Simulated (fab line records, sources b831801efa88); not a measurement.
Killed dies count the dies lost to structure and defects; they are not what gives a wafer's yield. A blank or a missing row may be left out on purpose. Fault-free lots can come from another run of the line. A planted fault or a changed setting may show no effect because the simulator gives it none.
One fault through the eyes of 2 desks    flow gf180mcu    every desk sees just its own numbers, and what lay behind them comes last

== METROLOGY DESK ==
Means of the sampled wafers that have a number, per lot and without regard to the tool the lot ran on: this is what the gauges read. The brackets show how far a lot's mean lies from the usual mean; more than 4 standard deviations puts the lot out of limits, marked OUT.
Columns: A = M4_ALCU_RS at GF_M4_RS_MEAS_05, usual 0.0689 ohm/sq
lot   first seen here  A
L722  day 22 18:02     0.0695
L723  day 22 18:49     0.0689
L726  day 25 22:35     0.0679
L727  day 26 01:22     0.0700
L729  day 26 06:03     0.0695
L731  day 26 09:10     0.0694
L737  day 28 09:30     0.0694
L738  day 28 18:52     0.0686
L739  day 29 07:37     0.0677
L741  day 29 15:16     0.0695
L743  day 30 01:50     0.0685
Result from this desk: across the 11 lots, nothing is out of limits.

== TOOL OWNER'S DESK, lithoTrack-04 ==
The tool's own readings at GF_MIM_COAT_14 (resist thk 1000 nm): means of the sampled wafers that have a number, for each lot that ran on this tool. The brackets show how far a lot's mean lies from the usual mean; more than 4 standard deviations puts the lot out of limits, marked OUT.
Columns: A = exhaustPa at GF_MIM_COAT_14, usual 44.9 Pa; B = spinSpeedRpm at GF_MIM_COAT_14, usual 2999.8 rpm
lot   first seen here  A     B
L723  day 25 04:31     44.8  3000.1
L727  day 28 06:05     44.9  3000.2
L729  day 28 10:32     46.1  3000.0
L731  day 28 12:59     45.1  2999.6
Result from this desk: across the 4 lots, nothing is out of limits.

== PUT TOGETHER ==
Nothing out of limits was seen by the metrology desk.
Nothing out of limits was seen by the tool owner's desk.

== WHAT THE SIMULATOR HAD INSERTED ==
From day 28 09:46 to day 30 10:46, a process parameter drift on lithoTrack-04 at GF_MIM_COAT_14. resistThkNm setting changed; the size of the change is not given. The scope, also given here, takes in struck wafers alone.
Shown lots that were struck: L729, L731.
